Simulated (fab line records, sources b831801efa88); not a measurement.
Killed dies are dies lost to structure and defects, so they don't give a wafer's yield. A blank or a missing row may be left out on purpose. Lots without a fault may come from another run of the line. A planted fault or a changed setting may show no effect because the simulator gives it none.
fab line records | flow gf180mcu
record lots=5 wafers=15 last_day=34
route steps=602 shown V5@563 TOP_METAL@567 PASSIVATION@587
lots that met no fault: from a run of the same line without faults
start_h: hours from the record's first day to the start of the lot's first wafer shown | wait_h: hours since the lot's step before | " the same as in the row above | L1.1+2: a row that stands for several wafers | - no value, or no start given | * or withheld: withheld | < > ~ a bound
route shown NAME@n: a module of which the file shows steps, and the number in the route of the first | usual: mean/standard deviation of fault-free wafers | same: alike in all rows | chamber/n: place in a boat | sites: the reading at each site | _std_site: their standard deviation | _edge_site: outer sites' mean less inner sites' | radius_mm: how far each site lies from the wafer's centre | mask NAME#n: copy n | behind: the tool/chamber that last shaped the wafer | hold: why the lot was held/for how many hours/how that ended | device: the transistor (n, p or np) that didn't switch | end of line: the same wafers' tests at the end of the route | a step without rows: its recipe alone | killed: dies lost to structure and defects at the first sort, not the wafer's yield | map: a wafer's dies, x killed, . not, _ none there
set.NAME: the setting as run; set.NAME@STEP: as run at that earlier step | model.NAME: the simulator's own value behind a step, which no gauge read
lots at some steps of the route; a table a step, a row a wafer
services: from which hour (start_h, from the record's first day; less than 0 if before it) a tool's chamber was out of use, for how many hours, and why
## steps
# step GF_V5_CVD_23
# recipe material=W target_thk_nm=350 time_s=104.9 temp_c=400 pressure_torr=40
# usual heater_power_w=771/53
# columns lot.wafer tool chamber start_h wait_h heater_power_w
L075.1 cvd_w-01 0 636.64 0.0 780
L075.2 " 1 " " 772
L075.4 " 1 " " 777
L081.3 cvd_w-02 0 684.76 0.1 810
L081.4 " 1 " " 719
L081.5 " 0 " " 827
L082.4 cvd_w-01 1 685.09 0.1 771
L082.5 " 0 " " 770
L082.6 " 1 " " 790
L089.2 cvd_w-02 1 748.20 0.0 701
L089.3 " 1 " " 714
L089.5 " 1 " " 699
L096.1 cvd_w-02 1 782.54 0.0 701
L096.5 " 0 " " 848
L096.6 " 1 " " 710
# step GF_V5_RS_MEAS_24
# recipe thk_meas_gauge=four-point-probe reads=W_of_V5_CVD_23+TiN_of_V5_SPUTTER_22+Ti_of_V5_SPUTTER_21
# usual V5_W_RS=0.327/0.0043
# columns lot.wafer tool chamber start_h wait_h V5_W_RS[ohm/sq]
L075.1 film_metro-03 - 636.78 0.1 0.318
L075.2 " - " " 0.321
L075.4 " - " " 0.324
L081.3 film_metro-03 - 684.87 0.1 0.329
L081.4 " - " " 0.331
L081.5 " - " " 0.326
L082.4 film_metro-04 - 685.22 0.1 0.327
L082.5 " - " " 0.321
L082.6 " - " " 0.330
L089.2 film_metro-04 - 748.33 0.1 0.331
L089.3 " - " " 0.330
L089.5 " - " " 0.330
L096.1 film_metro-03 - 782.65 0.1 0.330
L096.5 " - " " 0.328
L096.6 " - " " 0.325
# step GF_V5_THK_MEAS_25
# recipe thk_meas_gauge=xrf reads=W_of_V5_CVD_23
# usual V5_W_THK=333/4.7
# columns lot.wafer tool chamber start_h wait_h V5_W_THK[nm]
L075.1 film_metro-03 - 636.90 0.1 341
L075.2 " - " " 335
L075.4 " - " " 334
L081.3 film_metro-03 - 684.97 0.1 332
L081.4 " - " " 329
L081.5 " - " " 333
L082.4 film_metro-04 - 685.31 0.1 334
L082.5 " - " " 341
L082.6 " - " " 333
L089.2 film_metro-04 - 748.44 0.1 333
L089.3 " - " " 334
L089.5 " - " " 334
L096.1 film_metro-03 - 782.77 0.1 330
L096.5 " - " " 333
L096.6 " - " " 336
# step GF_V5_CMP_26
# recipe stop_on=SiO2 down_force_psi=3.5 platen_rpm=60 t_overpolish_s=15 target_thk_nm=0 pad_velocity_m_s=0.94248
# usual motor_current_A=11.3/1.1 overpolish_run_s=15.000/0.0095 time_to_endpoint_s=84/5.1
# columns lot.wafer tool chamber start_h wait_h motor_current_A overpolish_run_s time_to_endpoint_s
L075.4 cmp-02 0 637.08 0.1 10.6 14.987 90
L075.1 " 1 " " 10.7 15.012 87
L075.2 " 2 " " 10.9 15.001 78
L081.4 cmp-01 1 685.06 0.1 9.2 15.000 88
L081.3 " 3 " " 11.0 15.015 88
L081.5 " 0 " " 13.3 15.013 88
L082.4 cmp-01 3 685.66 0.3 11.2 14.993 81
L082.6 " 2 " " 12.3 14.995 86
L082.5 " 3 " " 11.0 15.004 87
L089.2 cmp-02 1 748.49 0.0 11.3 14.994 82
L089.3 " 3 " " 12.6 14.993 76
L089.5 " 2 " " 11.4 14.981 74
L096.1 cmp-01 2 782.83 0.1 12.8 14.994 85
L096.6 " 2 " " 12.6 14.990 87
L096.5 " 3 " " 11.4 14.991 81
# step GF_TOP_METAL_SPUTTER_00
# recipe material=Ti target_thk_nm=37.5 arriving_ion_energy_ev=80 substrate_temp_c=200 chamber_pressure_pa=2 power_w=4000 time_s=150
# usual throttle_valve_pct=30.5/0.58
# columns lot.wafer tool chamber start_h wait_h throttle_valve_pct
L075.1 pvd_sputter-01 - 637.38 0.2 29.8
L075.2 " - " " 30.3
L075.4 " - " " 30.8
L081.3 pvd_sputter-03 - 685.31 0.1 30.1
L081.4 " - " " 30.8
L081.5 " - " " 31.0
L082.4 pvd_sputter-01 - 685.91 0.2 31.0
L082.5 " - " " 31.1
L082.6 " - " " 30.7
L089.2 pvd_sputter-04 - 748.79 0.2 29.8
L089.3 " - " " 31.2
L089.5 " - " " 31.2
L096.1 pvd_sputter-01 - 783.13 0.2 30.0
L096.5 " - " " 30.4
L096.6 " - " " 30.8
# step GF_TOP_METAL_SPUTTER_01
# recipe material=TiN target_thk_nm=30 power_w=6500 time_s=25 chamber_pressure_pa=0.4
# usual throttle_valve_pct=30.5/0.56
# columns lot.wafer tool chamber start_h wait_h throttle_valve_pct
L075.1 pvd_sputter-01 - 637.48 0.1 30.3
L075.2 " - " " 30.3
L075.4 " - " " 30.8
L081.3 pvd_sputter-03 - 685.41 0.1 30.2
L081.4 " - " " 30.7
L081.5 " - " " 30.8
L082.4 pvd_sputter-01 - 686.01 0.1 30.8
L082.5 " - " " 31.0
L082.6 " - " " 30.9
L089.2 pvd_sputter-04 - 748.89 0.1 30.0
L089.3 " - " " 31.5
L089.5 " - " " 31.2
L096.1 pvd_sputter-01 - 783.23 0.1 30.5
L096.5 " - " " 30.2
L096.6 " - " " 30.8
# step GF_TOP_METAL_SPUTTER_02
# recipe material=AlCu target_thk_nm=900 power_w=10600 chamber_pressure_pa=0.3 substrate_temp_c=250 gas=Ar time_s=47.82
# usual throttle_valve_pct=30.5/0.57
# columns lot.wafer tool chamber start_h wait_h throttle_valve_pct
L075.1 pvd_sputter-01 - 637.51 0.0 30.4
L075.2 " - " " 30.3
L075.4 " - " " 30.8
L081.3 pvd_sputter-03 - 685.44 0.0 30.3
L081.4 " - " " 30.9
L081.5 " - " " 30.7
L082.4 pvd_sputter-01 - 686.04 0.0 31.0
L082.5 " - " " 30.9
L082.6 " - " " 30.6
L089.2 pvd_sputter-04 - 748.92 0.0 29.8
L089.3 " - " " 31.3
L089.5 " - " " 31.5
L096.1 pvd_sputter-01 - 783.26 0.0 30.2
L096.5 " - " " 30.4
L096.6 " - " " 30.5
# step GF_TOP_METAL_SPUTTER_03
# recipe material=Ti target_thk_nm=5 substrate_temp_c=300 chamber_pressure_pa=0.3 power_w=3000 time_s=3.3
# usual throttle_valve_pct=30.5/0.58
# columns lot.wafer tool chamber start_h wait_h throttle_valve_pct
L075.1 pvd_sputter-01 - 637.55 0.0 30.3
L075.2 " - " " 30.2
L075.4 " - " " 30.8
L081.3 pvd_sputter-03 - 685.49 0.0 30.3
L081.4 " - " " 30.5
L081.5 " - " " 31.1
L082.4 pvd_sputter-01 - 686.09 0.0 30.8
L082.5 " - " " 30.7
L082.6 " - " " 30.3
L089.2 pvd_sputter-04 - 748.96 0.0 29.9
L089.3 " - " " 31.5
L089.5 " - " " 31.3
L096.1 pvd_sputter-01 - 783.30 0.0 30.5
L096.5 " - " " 30.0
L096.6 " - " " 31.0
# step GF_TOP_METAL_SPUTTER_04
# recipe material=TiN target_thk_nm=25 power_w=6500 time_s=20.8 chamber_pressure_pa=0.4
# usual throttle_valve_pct=30.6/0.59
# columns lot.wafer tool chamber start_h wait_h throttle_valve_pct
L075.1 pvd_sputter-01 - 637.57 0.0 30.2
L075.2 " - " " 30.2
L075.4 " - " " 30.6
L081.3 pvd_sputter-03 - 685.51 0.0 30.5
L081.4 " - " " 30.7
L081.5 " - " " 30.7
L082.4 pvd_sputter-01 - 686.11 0.0 30.7
L082.5 " - " " 31.0
L082.6 " - " " 30.8
L089.2 pvd_sputter-04 - 748.98 0.0 29.8
L089.3 " - " " 31.3
L089.5 " - " " 31.5
L096.1 pvd_sputter-01 - 783.32 0.0 30.5
L096.5 " - " " 30.4
L096.6 " - " " 30.9
# step GF_TOP_METAL_RS_MEAS_05
# recipe thk_meas_gauge=four-point-probe reads=TiN_of_TOP_METAL_SPUTTER_04+Ti_of_TOP_METAL_SPUTTER_03+AlCu_of_TOP_METAL_SPUTTER_02+TiN_of_TOP_METAL_SPUTTER_01+Ti_of_TOP_METAL_SPUTTER_00
# usual TOP_METAL_ALCU_RS=0.0328/0.00035
# columns lot.wafer tool chamber start_h wait_h TOP_METAL_ALCU_RS[ohm/sq]
L075.1 film_metro-01 - 637.67 0.1 0.0329
L075.2 " - " " 0.0326
L075.4 " - " " 0.0322
L081.3 film_metro-01 - 685.57 0.1 0.0333
L081.4 " - " " 0.0328
L081.5 " - " " 0.0331
L082.4 film_metro-03 - 686.19 0.1 0.0321
L082.5 " - " " 0.0322
L082.6 " - " " 0.0322
L089.2 film_metro-04 - 749.03 0.0 0.0322
L089.3 " - " " 0.0327
L089.5 " - " " 0.0327
L096.1 film_metro-03 - 783.35 0.0 0.0331
L096.5 " - " " 0.0331
L096.6 " - " " 0.0325
# step GF_TOP_METAL_THK_MEAS_06
# recipe thk_meas_gauge=xrf reads=AlCu_of_TOP_METAL_SPUTTER_02
# usual TOP_METAL_ALCU_THK=892/11
# columns lot.wafer tool chamber start_h wait_h TOP_METAL_ALCU_THK[nm]
L075.1 film_metro-01 - 637.79 0.1 882
L075.2 " - " " 890
L075.4 " - " " 898
L081.3 film_metro-01 - 685.67 0.1 872
L081.4 " - " " 887
L081.5 " - " " 878
L082.4 film_metro-03 - 686.28 0.1 914
L082.5 " - " " 922
L082.6 " - " " 914
L089.2 film_metro-04 - 749.14 0.1 909
L089.3 " - " " 890
L089.5 " - " " 897
L096.1 film_metro-03 - 783.47 0.1 894
L096.5 " - " " 886
L096.6 " - " " 906
# step GF_TOP_METAL_DEHYDRATE_07
# recipe temp_c=200 time_s=60
# usual heater_power_total_W=160.37/0.12
# columns lot.wafer tool chamber start_h wait_h heater_power_total_W
L075.1 litho_track-03 0 646.89 9.1 160.50
L075.2 " 0 " " 160.39
L075.4 " 0 " " 160.37
L081.3 litho_track-04 0 694.22 8.5 160.40
L081.4 " 0 " " 160.39
L081.5 " 0 " " 160.43
L082.4 litho_track-03 0 695.08 8.8 160.20
L082.5 " 0 " " 160.53
L082.6 " 0 " " 160.60
L089.2 litho_track-01 0 755.52 6.4 160.42
L089.3 " 0 " " 160.55
L089.5 " 0 " " 160.22
L096.1 litho_track-04 0 789.82 6.3 160.34
L096.5 " 0 " " 160.21
L096.6 " 0 " " 160.58
# step GF_TOP_METAL_HMDS_08
# recipe prime_time_s=60 prime_temp_c=120
# same prime_time_s=60
# columns lot.wafer tool chamber start_h wait_h
L075.1+2+4 litho_track-03 0 647.04 0.1
L081.3+4+5 litho_track-04 0 694.37 0.1
L082.4+5+6 litho_track-03 0 695.23 0.1
L089.2+3+5 litho_track-01 0 755.67 0.1
L096.1+5+6 litho_track-04 0 789.97 0.1
# step GF_TOP_METAL_COAT_09
# recipe resist=NOVOLAK spin_rpm=3000 resist_thk_nm=1500
# columns lot.wafer tool chamber start_h wait_h
L075.1+2+4 litho_track-03 0 647.19 0.1
L081.3+4+5 litho_track-04 0 694.52 0.1
L082.4+5+6 litho_track-03 0 695.38 0.1
L089.2+3+5 litho_track-01 0 755.82 0.1
L096.1+5+6 litho_track-04 0 790.12 0.1
# step GF_TOP_METAL_SOFTBAKE_10
# recipe temp_c=90 time_s=60 resist=NOVOLAK
# usual heater_power_total_W=56.60/0.044
# columns lot.wafer tool chamber start_h wait_h heater_power_total_W
L075.1 litho_track-03 0 647.34 0.1 56.53
L075.2 " 0 " " 56.60
L075.4 " 0 " " 56.66
L081.3 litho_track-04 0 694.67 0.1 56.58
L081.4 " 0 " " 56.63
L081.5 " 0 " " 56.62
L082.4 litho_track-03 0 695.53 0.1 56.59
L082.5 " 0 " " 56.50
L082.6 " 0 " " 56.64
L089.2 litho_track-01 0 755.97 0.1 56.61
L089.3 " 0 " " 56.68
L089.5 " 0 " " 56.61
L096.1 litho_track-04 0 790.27 0.1 56.64
L096.5 " 0 " " 56.57
L096.6 " 0 " " 56.58
# step GF_TOP_METAL_EXPOSE_11
# recipe mask_id=MetalTop target_cd_nm=440 na=0.6 source_shape=conventional sigma_outer=0.6 dose_mj=170
# columns lot.wafer tool chamber start_h wait_h mask
L075.1+2+4 iline_stepper-01 0 - - MetalTop#0
L081.3+4+5 iline_stepper-01 0 - - MetalTop#0
L082.4+5+6 iline_stepper-01 0 - - MetalTop#0
L089.2+3+5 iline_stepper-01 0 - - MetalTop#0
L096.1+5+6 iline_stepper-01 0 - - MetalTop#0
# step GF_TOP_METAL_PEB_12
# recipe temp_c=withheld time_s=* resist=NOVOLAK
# columns lot.wafer tool chamber start_h wait_h
L075.1+2+4 litho_track-03 0 - -
L081.3+4+5 litho_track-04 0 - -
L082.4+5+6 litho_track-01 0 - -
L089.2+3+5 litho_track-03 0 - -
L096.1+5+6 litho_track-04 0 - -
# step GF_TOP_METAL_DEVELOP_13
# recipe develop_time_s=60 dev_temp_c=22.5
# columns lot.wafer tool chamber start_h wait_h
L075.1+2+4 litho_track-03 0 653.14 0.1
L081.3+4+5 litho_track-04 0 704.12 0.1
L082.4+5+6 litho_track-01 0 704.77 0.1
L089.2+3+5 litho_track-03 0 764.18 0.1
L096.1+5+6 litho_track-04 0 797.47 0.1
# step GF_TOP_METAL_CD_MEAS_14
# recipe target_cd_nm=440
# usual cd_nm=439.9/2
# columns lot.wafer tool chamber start_h wait_h cd_nm
L075.1 cd_sem-01 - 666.54 13.4 443.7
L075.2 " - " " 441.9
L075.4 " - " " 442.5
L081.3 cd_sem-02 - 704.26 0.1 438.4
L081.4 " - " " 437.2
L081.5 " - " " 439.2
L082.4 cd_sem-01 - 704.91 0.1 438.7
L082.5 " - " " 438.4
L082.6 " - " " 439.6
L089.2 cd_sem-01 - 764.33 0.1 442.1
L089.3 " - " " 443.6
L089.5 " - " " 443.5
L096.1 cd_sem-01 - 797.62 0.1 441.3
L096.5 " - " " 439.5
L096.6 " - " " 439.3
# step GF_TOP_METAL_OVL_MEAS_15
# usual TOP_METAL_OVL=0.5/1.2
# columns lot.wafer tool chamber start_h wait_h TOP_METAL_OVL[nm]
L075.1 overlay-01 - 666.66 0.1 1.0
L075.2 " - " " 1.7
L075.4 " - " " 1.6
L081.3 overlay-01 - 704.35 0.1 0.9
L081.4 " - " " 2.2
L081.5 " - " " 1.2
L082.4 overlay-02 - 704.99 0.1 0.6
L082.5 " - " " 1.7
L082.6 " - " " 1.7
L089.2 overlay-01 - 764.43 0.1 -1.7
L089.3 " - " " -0.8
L089.5 " - " " -0.7
L096.1 overlay-02 - 797.74 0.1 0.4
L096.5 " - " " -2.1
L096.6 " - " " 1.3
# step GF_TOP_METAL_METAL_ETCH_16
# recipe chemistry=Cl2/BCl3 mask_material=NOVOLAK target_depth_nm=1077.5 stop_on=SiO2 pressure_mtorr=8 icp_w=800 bias_w=140 Cl2_flow_sccm=80 bcl3_flow_sccm=40 time_s=179.6
# usual bcl3_flow_sccm=40.03/0.1 chamber_pressure_mTorr=8.000/0.0088 drypump_motor_current_A=5.6/0.45 he_backside_leak_sccm=3.33/0.22 oes_product_au=0.964/0.007 throttle_valve_pct=28.257/0.011
# columns lot.wafer tool chamber start_h wait_h bcl3_flow_sccm chamber_pressure_mTorr drypump_motor_current_A he_backside_leak_sccm oes_product_au rf_hours_counter_h throttle_valve_pct
L075.1 rie_metal-04 1 666.70 0.0 39.94 8.008 5.8 3.34 0.964 5 28.239
L075.2 " 0 " " 40.11 7.989 4.9 3.26 0.970 7 28.244
L075.4 " 0 " " 40.09 7.988 4.9 3.18 0.976 - 28.233
L081.3 rie_metal-03 1 704.43 0.1 40.17 7.985 5.5 3.28 0.953 - 28.252
L081.4 " 0 " " 40.01 7.975 6.0 3.33 0.966 - 28.242
L081.5 " 0 " " 40.09 7.998 6.0 3.39 0.951 - 28.263
L082.4 rie_metal-04 0 705.06 0.1 40.17 8.006 4.9 3.20 0.974 - 28.244
L082.5 " 0 " " 40.08 7.993 4.9 3.27 0.976 - 28.255
L082.6 " 1 " " 39.87 8.011 5.8 3.36 0.972 - 28.240
L089.2 rie_metal-02 0 764.52 0.1 40.15 8.007 5.2 3.14 0.974 - 28.245
L089.3 " 0 " " 40.25 8.003 5.2 3.13 0.960 - 28.240
L089.5 " 0 " " 40.12 8.007 5.2 3.05 0.970 - 28.263
L096.1 rie_metal-03 0 797.77 0.0 40.08 8.003 6.0 3.55 0.961 13 28.265
L096.5 " 1 " " 40.03 7.990 5.5 3.29 0.958 - 28.263
L096.6 " 0 " " 40.10 8.003 6.0 3.49 0.966 - 28.244
# step GF_TOP_METAL_STRIP_17
# recipe chemistry=O2/N2 power_w=1400 pressure_mtorr=1500 platen_temp_c=250 o2_flow_sccm=3000 n2_flow_sccm=300 overash_fraction=0.5
# usual chamber_pressure_mTorr=1500.0/1.3 drypump_motor_current_A=5.9/0.44 heater_power_w=322/30 oes_product_au=0.710/0.0042 strip_time_to_endpoint_s=13.40/0.11
# columns lot.wafer tool chamber start_h wait_h chamber_pressure_mTorr drypump_motor_current_A heater_power_w oes_product_au rf_hours_counter_h strip_time_to_endpoint_s
L075.1 plasma_asher-03 0 666.87 0.1 1498.7 6.2 276 0.708 92 13.62
L075.2 " 1 " " 1500.4 5.4 307 0.708 92 13.34
L075.4 " 0 " " 1500.1 6.2 277 0.707 - 13.31
L081.3 plasma_asher-01 1 704.58 0.1 1500.5 6.6 311 0.711 - 13.42
L081.4 " 0 " " 1500.6 5.5 370 0.711 - 13.59
L081.5 " 0 " " 1498.0 5.4 365 0.714 - 13.52
L082.4 plasma_asher-03 0 705.21 0.1 1501.3 6.2 271 0.709 - 13.26
L082.5 " 0 " " 1499.7 6.2 283 0.712 - 13.31
L082.6 " 1 " " 1501.4 5.4 304 0.717 - 13.54
L089.2 plasma_asher-03 1 764.81 0.2 1501.0 5.4 312 0.697 103 13.45
L089.3 " 1 " " 1500.7 5.4 309 0.708 - 13.41
L089.5 " 1 " " 1500.6 5.4 305 0.711 - 13.36
L096.1 plasma_asher-02 0 797.95 0.1 1499.7 5.7 348 0.715 40 13.39
L096.5 " 0 " " 1499.3 5.7 337 0.711 - 13.34
L096.6 " 1 " " 1501.3 6.0 352 0.707 - 13.42
# step GF_TOP_METAL_STRIP_18
# recipe chemistry=post_etch_residue_remover time_s=1200 temp_c=72.5
# columns lot.wafer tool chamber start_h wait_h
L075.1+2+4 wet_bench-04 2 666.97 0.1
L081.3+4+5 wet_bench-04 0 704.65 0.0
L082.4+5+6 wet_bench-02 1 705.28 0.0
L089.2+3+5 wet_bench-03 1 764.91 0.1
L096.1+5+6 wet_bench-02 0 798.05 0.1
# step GF_TOP_METAL_CLEAN_19
# recipe chemistry=DIW dry=n2_spin
# columns lot.wafer tool chamber start_h wait_h
L075.1+2+4 wet_bench-04 1 667.31 0.0
L081.3+4+5 wet_bench-03 3 704.99 0.0
L082.4+5+6 wet_bench-03 3 705.62 0.0
L089.2+3+5 wet_bench-02 0 765.28 0.0
L096.1+5+6 wet_bench-04 3 798.42 0.0
# step GF_PASSIVATION_CVD_00
# recipe material=SiO2 target_thk_nm=1000 precursor=TEOS temp_c=400 time_s=111.95 rf_w=600
# usual heater_power_w=641/77
# columns lot.wafer tool chamber start_h wait_h heater_power_w
L075.1 pecvd-03 2 667.41 0.0 756
L075.2 " 1 " " 502
L075.4 " 2 " " 790
L081.3 pecvd-04 2 705.08 0.0 729
L081.4 " 2 " " 760
L081.5 " 1 " " 596
L082.4 pecvd-02 0 705.75 0.0 563
L082.5 " 2 " " 704
L082.6 " 1 " " 476
L089.2 pecvd-02 1 765.38 0.0 602
L089.3 " 2 " " 625
L089.5 " 1 " " 474
L096.1 pecvd-03 1 798.51 0.0 614
L096.5 " 1 " " 492
L096.6 " 2 " " 742
# step GF_PASSIVATION_THK_MEAS_01
# recipe reads=SiO2_of_PASSIVATION_CVD_00
# usual PASSIVATION_CVD_00_THK=1001/16
# columns lot.wafer tool chamber start_h wait_h PASSIVATION_CVD_00_THK[nm]
L075.1 film_metro-03 - 667.48 0.0 987
L075.2 " - " " 961
L075.4 " - " " 993
L081.3 film_metro-01 - 705.18 0.1 986
L081.4 " - " " 999
L081.5 " - " " 1010
L082.4 film_metro-01 - 705.82 0.0 1041
L082.5 " - " " 1026
L082.6 " - " " 1013
L089.2 film_metro-02 - 765.47 0.0 1014
L089.3 " - " " 995
L089.5 " - " " 1027
L096.1 film_metro-03 - 798.59 0.0 981
L096.5 " - " " 992
L096.6 " - " " 1007
# step GF_PASSIVATION_CVD_02
# recipe material=Si3N4 target_thk_nm=700 time_s=486.18 temp_c=400 rf_w=450
# usual heater_power_w=687/77
# columns lot.wafer tool chamber start_h wait_h heater_power_w
L075.1 pecvd-04 2 667.54 0.1 758
L075.2 " 0 " " 712
L075.4 " 2 " " 793
L081.3 pecvd-03 2 705.22 0.0 781
L081.4 " 1 " " 608
L081.5 " 2 " " 814
L082.4 pecvd-04 0 705.99 0.2 655
L082.5 " 1 " " 640
L082.6 " 2 " " 790
L089.2 pecvd-04 0 765.52 0.0 622
L089.3 " 2 " " 785
L089.5 " 2 " " 786
L096.1 pecvd-04 0 798.65 0.1 627
L096.5 " 2 " " 758
L096.6 " 1 " " 643
# step GF_PASSIVATION_THK_MEAS_03
# recipe reads=Si3N4_of_PASSIVATION_CVD_02
# usual PASSIVATION_CVD_02_THK=700/9.1
# columns lot.wafer tool chamber start_h wait_h PASSIVATION_CVD_02_THK[nm]
L075.1 film_metro-01 - 667.83 0.1 687
L075.2 " - " " 695
L075.4 " - " " 697
L081.3 film_metro-02 - 705.53 0.2 703
L081.4 " - " " 721
L081.5 " - " " 717
L082.4 film_metro-01 - 706.17 0.0 710
L082.5 " - " " 700
L082.6 " - " " 694
L089.2 film_metro-02 - 765.81 0.2 700
L089.3 " - " " 689
L089.5 " - " " 695
L096.1 film_metro-01 - 798.94 0.1 704
L096.5 " - " " 715
L096.6 " - " " 713
# step GF_PASSIVATION_DEHYDRATE_04
# recipe temp_c=200 time_s=60
# usual heater_power_total_W=160.38/0.12
# columns lot.wafer tool chamber start_h wait_h heater_power_total_W
L075.1 litho_track-01 0 672.30 4.5 160.35
L075.2 " 0 " " 160.33
L075.4 " 0 " " 160.48
L081.3 litho_track-01 0 713.75 8.2 160.25
L081.4 " 0 " " 160.55
L081.5 " 0 " " 160.30
L082.4 litho_track-02 0 714.51 8.3 160.45
L082.5 " 0 " " 160.54
L082.6 " 0 " " 160.59
L089.2 litho_track-04 0 773.09 7.3 160.43
L089.3 " 0 " " 160.30
L089.5 " 0 " " 160.38
L096.1 litho_track-01 0 805.80 6.8 160.54
L096.5 " 0 " " 160.38
L096.6 " 0 " " 160.49
# step GF_PASSIVATION_HMDS_05
# recipe prime_time_s=62.65 prime_temp_c=120
# same prime_time_s=62.65
# columns lot.wafer tool chamber start_h wait_h
L075.1+2+4 litho_track-01 0 672.45 0.1
L081.3+4+5 litho_track-01 0 713.90 0.1
L082.4+5+6 litho_track-02 0 714.66 0.1
L089.2+3+5 litho_track-04 0 773.24 0.1
L096.1+5+6 litho_track-01 0 805.95 0.1
# step GF_PASSIVATION_COAT_06
# recipe spin_rpm=2000 resist_thk_nm=4000
# columns lot.wafer tool chamber start_h wait_h
L075.1+2+4 litho_track-01 0 672.60 0.1
L081.3+4+5 litho_track-01 0 714.05 0.1
L082.4+5+6 litho_track-02 0 714.81 0.1
L089.2+3+5 litho_track-04 0 773.39 0.1
L096.1+5+6 litho_track-01 0 806.10 0.1
# step GF_PASSIVATION_SOFTBAKE_07
# recipe temp_c=110 time_s=withheld
# usual heater_power_total_W=65.32/0.13
# columns lot.wafer tool chamber start_h wait_h heater_power_total_W
L075.1 litho_track-01 0 672.75 0.1 65.25
L075.2 " 0 " " 65.22
L075.4 " 0 " " 65.53
L081.3 litho_track-01 0 714.21 0.1 65.10
L081.4 " 0 " " 65.42
L081.5 " 0 " " 65.44
L082.4 litho_track-02 0 714.99 0.1 65.53
L082.5 " 0 " " 65.38
L082.6 " 0 " " 65.46
L089.2 litho_track-04 0 773.55 0.1 65.36
L089.3 " 0 " " 65.20
L089.5 " 0 " " 65.45
L096.1 litho_track-01 0 806.25 0.1 65.40
L096.5 " 0 " " 65.19
L096.6 " 0 " " 65.20
# step GF_PASSIVATION_EXPOSE_08
# recipe mask_id=Pad target_cd_nm=40000 na=0.57 dose_mj=310
# columns lot.wafer tool chamber start_h wait_h mask
L075.1+2+4 iline_stepper-01 0 - - Pad#0
L081.3+4+5 iline_stepper-02 0 - - Pad#0
L082.4+5+6 iline_stepper-02 0 - - Pad#0
L089.2+3+5 iline_stepper-01 0 - - Pad#0
L096.1+5+6 iline_stepper-02 0 - - Pad#0
# step GF_PASSIVATION_PEB_09
# recipe temp_c=115 time_s=withheld
# usual heater_power_total_W=69.32/0.12
# columns lot.wafer tool chamber start_h wait_h heater_power_total_W
L075.1 litho_track-02 0 - - 69.33
L075.2 " 0 " " 69.16
L075.4 " 0 " " 69.47
L081.3 litho_track-02 0 - - 69.32
L081.4 " 0 " " 69.27
L081.5 " 0 " " 69.43
L082.4 litho_track-01 0 - - 69.37
L082.5 " 0 " " 69.44
L082.6 " 0 " " 69.20
L089.2 litho_track-04 0 - - 69.18
L089.3 " 0 " " 69.14
L089.5 " 0 " " 69.27
L096.1 litho_track-04 0 - - 69.38
L096.5 " 0 " " 69.24
L096.6 " 0 " " 69.44
# step GF_PASSIVATION_DEVELOP_10
# recipe develop_time_s=60 dev_temp_c=23
# columns lot.wafer tool chamber start_h wait_h
L075.1+2+4 litho_track-02 0 - -
L081.3+4+5 litho_track-02 0 - -
L082.4+5+6 litho_track-01 0 - -
L089.2+3+5 litho_track-04 0 - -
L096.1+5+6 litho_track-04 0 - -
# step GF_PASSIVATION_ETCH_11
# recipe chemistry=CF4/O2 target_depth_nm=1800 stop_on=TiN source_w=800 bias_w=150 pressure_mtorr=150 cf4_flow_sccm=80 O2_flow_sccm=10 time_s=400
# usual O2_flow_sccm=10.000/0.025 chamber_pressure_mTorr=150.00/0.14 drypump_motor_current_A=5.5/0.48 oes_product_au=0.962/0.0085 throttle_valve_pct=5.960/0.0086
# columns lot.wafer tool chamber start_h wait_h O2_flow_sccm chamber_pressure_mTorr drypump_motor_current_A oes_product_au rf_hours_counter_h throttle_valve_pct
L075.1 rie_diel-02 3 680.79 - 10.006 150.13 5.3 0.950 20 5.950
L075.2 " 1 " " 10.003 150.09 5.9 0.944 51 5.952
L075.4 " 0 " " 9.965 150.08 6.0 0.960 26 5.948
L081.3 rie_diel-03 1 723.19 - 9.999 150.08 5.0 0.947 4 5.965
L081.4 " 0 " " 9.983 149.90 5.6 0.971 4 5.952
L081.5 " 1 " " 10.043 150.08 5.0 0.963 - 5.950
L082.4 rie_diel-01 2 724.05 - 10.000 150.07 5.5 0.980 35 5.972
L082.5 " 2 " " 10.025 150.24 5.5 0.962 - 5.972
L082.6 " 1 " " 10.014 149.88 6.6 0.973 - 5.966
L089.2 rie_diel-03 2 782.07 - 10.016 150.22 5.0 0.965 10 5.956
L089.3 " 0 " " 9.984 150.26 5.6 0.964 8 5.949
L089.5 " 3 " " 10.013 150.02 5.0 0.969 - 5.964
L096.1 rie_diel-02 0 813.92 - 10.008 150.09 5.9 0.959 32 5.962
L096.5 " 1 " " 9.989 150.00 6.0 0.970 - 5.951
L096.6 " 0 " " 9.987 149.79 6.0 0.975 - 5.971
## services
# columns tool chamber start_h hours kind
iline_stepper-02 - 613.52 1.7 pm
iline_stepper-02 - 615.85 5.9 repair
cmp-01 - 629.98 3.9 repair
pvd_sputter-01 - 631.38 1.8 repair
iline_stepper-01 - 635.76 9.7 repair
iline_stepper-02 - 639.23 11.0 repair
pecvd-03 - 639.86 6.0 pm
cmp-01 - 645.26 3.0 repair
iline_stepper-02 - 650.26 4.6 repair
iline_stepper-01 - 655.49 8.9 pm
plasma_asher-03 - 662.75 2.8 pm
iline_stepper-02 - 664.47 4.4 pm
pecvd-03 - 682.60 1.3 repair
cvd_w-02 1 691.69 1.6 repair
cmp-01 - 705.30 1.8 repair
iline_stepper-01 - 708.90 6.9 repair
cmp-01 - 743.48 2.0 repair
cmp-01 - 745.46 4.0 pm
wet_bench-03 - 766.16 4.8 repair
pecvd-04 - 767.21 6.0 pm
pvd_sputter-01 - 769.89 2.8 repair
iline_stepper-01 - 778.32 1.7 pm
plasma_asher-03 - 783.56 0.8 repair
pecvd-04 - 799.38 14.0 pm
## key
fault none
